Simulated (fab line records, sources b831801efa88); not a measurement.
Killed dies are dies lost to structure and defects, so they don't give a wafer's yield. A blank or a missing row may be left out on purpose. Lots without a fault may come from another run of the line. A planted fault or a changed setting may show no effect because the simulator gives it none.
Chamber matching | flow sky130 | SKY_CAPM_CVD_00 on pecvd-02: 3 sister chambers
The step deposits SiO2, target thk 15.5 nm. 22 wafers are shown with their chamber, then 11 later ones without.

WAFERS WITH THEIR CHAMBER
wafer  | chamber | heater_power_w (W)
L074.2 | 2       | 840
L074.3 | 1       | 774
L074.4 | 0       | 690
L076.1 | 0       | 706
L076.2 | 2       | 763
L076.3 | 1       | 663
L076.4 | 0       | 709
L076.5 | 1       | 670
L076.6 | 2       | 782
L078.2 | 2       | 850
L078.3 | 1       | 694
L078.6 | 1       | 673
L086.1 | 2       | 841
L086.2 | 1       | 758
L086.4 | 2       | 850
L090.1 | 0       | 780
L090.2 | 2       | 878
L090.6 | 2       | 874
L091.1 | 0       | 792
L091.2 | 2       | 793
L091.3 | 1       | 713
L091.4 | 0       | 804

SIGNATURES (means of the wafers above)
reading        | chamber 0 | chamber 1 | chamber 2 | scatter within a chamber
heater_power_w | 746.83    | 706.43    | 830.11    | 44.7
Rule: a wafer's distance from a chamber is the root of the sum, over the readings, of the square of ((its reading less the chamber's mean) divided by the reading's scatter). The wafer belongs to the nearest chamber; if the next one is less than 2 further off, it can't be placed. The scatter: the root of (the sum of the squares of (reading less its chamber's mean) over the shown wafers, divided by (wafers less chambers)).

WAFERS WITHOUT THEIR CHAMBER
wafer  | heater_power_w (W)
L091.5 | 797
L091.6 | 726
L095.1 | 777
L095.2 | 800
L095.5 | 800
L095.3 | 782
L095.4 | 793
L095.6 | 776
L097.2 | 737
L097.3 | 758
L097.5 | 816

WHICH CHAMBER EACH WENT THROUGH
wafer  | from the rows above          | in truth
L091.5 | can't be placed: 2 or 0 or 1 | 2
L091.6 | can't be placed: 1 or 0 or 2 | 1
L095.1 | can't be placed: 0 or 2 or 1 | 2
L095.2 | can't be placed: 2 or 0 or 1 | 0
L095.5 | can't be placed: 2 or 0 or 1 | 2
L095.3 | can't be placed: 0 or 2 or 1 | 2
L095.4 | can't be placed: 2 or 0 or 1 | 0
L095.6 | can't be placed: 0 or 2 or 1 | 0
L097.2 | can't be placed: 0 or 1 or 2 | 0
L097.3 | can't be placed: 0 or 1 or 2 | 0
L097.5 | can't be placed: 2 or 0      | 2
Placed correctly: 0 of 11. Can't be placed from these rows: 11 (the true chamber is among the candidates in 11). Placed wrongly: 0.
